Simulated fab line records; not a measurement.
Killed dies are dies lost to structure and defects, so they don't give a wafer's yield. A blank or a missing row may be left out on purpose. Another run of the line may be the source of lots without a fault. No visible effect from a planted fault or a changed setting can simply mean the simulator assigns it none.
Split-lot study ; flow gf180mcu ; route with 602 steps; 5 lots, 23 wafers read

THE SPLIT ITSELF
At GF_NWELL_IMPLANT_09, the setting energy_kev was moved away from the recipe's 160 on 11 of the 23 wafers read, by -4.9% to +6.9%. This setting was run at the recipe's value on the other wafers.

Reading taken at the split's own step.

THE READING
The simulator's own value implant.drp_nm, read by no gauge, in nm at GF_NWELL_IMPLANT_09. The file does not state a usual value for it.

wafer;tool, chamber at the split;energy_kev as run;against the recipe;implant.drp_nm, nm;against lot-mates on the recipe
L074.1;implanter-01, 0;155.6;-2.8%;64.55;-1.35
L074.5;implanter-01, 0;155.6;-2.8%;64.55;-1.35
L074.6;implanter-01, 0;155.6;-2.8%;64.55;-1.35
L074.2;implanter-01, 0;160;recipe;65.9;-
L074.3;implanter-01, 0;160;recipe;65.9;-
L075.2;implanter-01, 0;160;recipe;65.9;-
L075.4;implanter-01, 0;160;recipe;65.9;-
L075.5;implanter-01, 0;160;recipe;65.9;-
L082.2;implanter-04, 0;160;recipe;65.9;-
L082.4;implanter-04, 0;160;recipe;65.9;-
L082.5;implanter-04, 0;160;recipe;65.9;-
L082.3;implanter-04, 0;170.4;+6.5%;69.02;+3.12
L082.6;implanter-04, 0;170.4;+6.5%;69.02;+3.12
L083.1;implanter-01, 0;171;+6.9%;69.2;+3.30
L083.3;implanter-01, 0;171;+6.9%;69.2;+3.30
L083.5;implanter-01, 0;171;+6.9%;69.2;+3.30
L083.2;implanter-01, 0;160;recipe;65.9;-
L083.4;implanter-01, 0;160;recipe;65.9;-
L085.1;implanter-01, 0;160;recipe;65.9;-
L085.6;implanter-01, 0;160;recipe;65.9;-
L085.2;implanter-01, 0;152.2;-4.9%;63.5;-2.40
L085.3;implanter-01, 0;152.2;-4.9%;63.5;-2.40
L085.5;implanter-01, 0;152.2;-4.9%;63.5;-2.40

THE FIT
A straight line over all 23 wafers: implant.drp_nm changes by +0.484 nm for each +1% of energy_kev; r = +1.00; the points scatter about the line by 0.016 nm.
The same after taking each lot's own level away (the mean of its wafers on the recipe; 23 wafers): +0.484 nm for each +1%; r = +1.00; scatter 0.016 nm.
Per that fit: largest energy_kev move, reading shift of 3.3 nm.
The lots' own levels span 65.900 to 65.900 nm.
The two slopes are in agreement: the lot-to-lot level therefore moves the slope only a little.
Check: for one of the wafers moved furthest among these (+6.9%), held out of the fit, the line's prediction against its lot-mates is +3.32 nm. It came out at +3.3 nm against them.

FURTHER SPLITS ON THESE WAFERS
Note: prior to the reading, these wafers also went through further splits. Each is held against what the fit with the lots' levels taken away leaves over:
other split on the same wafers;wafers away from the commonest value;r with implant.drp_nm (lot level and that fit taken away)
GF_STI_CVD_03 temp_c;18;+0.20
GF_STI_SOFTBAKE_08 time_s;4;+0.18
GF_STI_WET_ETCH_17 time_s;18;+0.19
GF_STI_CVD_23 sih4_flow_sccm;11;-0.01
GF_STI_OXIDATION_29 ox_time_s;18;+0.14
GF_NWELL_COAT_02 resist_thk_nm;8;-0.01

THE WHOLE CHAIN: every reading that the file lists as answering this split, in the file's order
step;what it does;reading;change (the file's fit);r (the file's)
GF_NWELL_IMPLANT_09;;implant.rp_nm (the simulator's own value, which no gauge read);+2.08 nm for each +1% of the setting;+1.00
GF_NWELL_IMPLANT_09;;implant.drp_nm (the simulator's own value, which no gauge read);+0.483 nm for each +1% of the setting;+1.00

FILE'S OWN FIT
implant.drp_nm changes by +0.483 nm for each +1% of energy_kev, r = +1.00.
